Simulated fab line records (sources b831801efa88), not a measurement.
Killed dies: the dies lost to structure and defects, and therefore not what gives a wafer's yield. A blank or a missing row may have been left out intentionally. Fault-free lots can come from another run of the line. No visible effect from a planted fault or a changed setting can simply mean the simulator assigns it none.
Which tool was responsible? -- flow sky130 -- 6 lots, 18 wafers sampled, at 3 steps of a route of 708

## WHAT EACH GAUGE READ, for each wafer
SKY_VIA1_THK_MEAS_01.
lot,measured,on,VIA1_HDPCVD_THK (nm)
L678,day 33 01:34,filmMetro-03,1052 1040 1047
L680,day 33 12:46,filmMetro-04,1037 1039 1028
L685,day 35 01:43,filmMetro-01,1038 1029 1039
L692,day 38 20:40,filmMetro-01,842 835 838
L696,day 39 05:51,filmMetro-01,824 828 840
L697,day 39 09:00,filmMetro-01,1027 1026 1025

## WHAT TOOL EACH LOT RAN ON (gives the tool, then ch and the chambers of the sampled wafers, and finally the start)
lot,SKY_METAL1_DESCUM_17,SKY_VIA1_HDPCVD_00
L678,"rieMetal-01 ch 0, day 33 00:26","hdpcvd-02 ch 1,2, day 33 01:24"
L680,"rieMetal-03 ch 1, day 33 11:52","hdpcvd-02 ch 0,1, day 33 12:39"
L685,"rieMetal-03 ch 0,1, day 35 00:50","hdpcvd-01 ch 0,1, day 35 01:35"
L692,"rieMetal-03 ch 1, day 38 19:46","hdpcvd-02 ch 0,1,2, day 38 20:33"
L696,"rieMetal-03 ch 0,1, day 39 04:52","hdpcvd-02 ch 0,1,2, day 39 05:44"
L697,"rieMetal-02 ch 1, day 39 08:05","hdpcvd-01 ch 0,1,2, day 39 08:52"
- SKY_METAL1_DESCUM_17: chemistry O2, time 8 s.
- SKY_VIA1_HDPCVD_00: deposits SiO2, target thk 1030 nm, time 171.7 s.

## THE ANSWER, worked out from the rows above alone
Rule: usual is defined by the lots themselves. The widest of any qualifying gaps counts: lots, ordered by their means at a reading, are off when they make up no more than a third of the lots, leave a main group of 4 or more, and stand apart from it by 3 or more times the standard deviation of that group's means. If all means in a main group match to the digits the tables above print for the reading, that group is not used. Also off: a lot with no number at a reading for which 4 or more lots have one. Where the step has rows for the other lots, those lots are counted as sound.
Off: L692, L696, seen at SKY_VIA1_THK_MEAS_01 (VIA1_HDPCVD_THK). For the main group the mean is 1036 nm and the standard deviation 7.2.
If a tool, at a process step before that reading, ran all the lots that are off and no sound lot after the first of them, it fits. Those tools and the gauges at SKY_VIA1_THK_MEAS_01 are tried in the same way. Can't be told from this: 2 tools fit, rieMetal-03 at SKY_METAL1_DESCUM_17, hdpcvd-02 at SKY_VIA1_HDPCVD_00.

## WHAT THE SIMULATOR HAD PUT IN
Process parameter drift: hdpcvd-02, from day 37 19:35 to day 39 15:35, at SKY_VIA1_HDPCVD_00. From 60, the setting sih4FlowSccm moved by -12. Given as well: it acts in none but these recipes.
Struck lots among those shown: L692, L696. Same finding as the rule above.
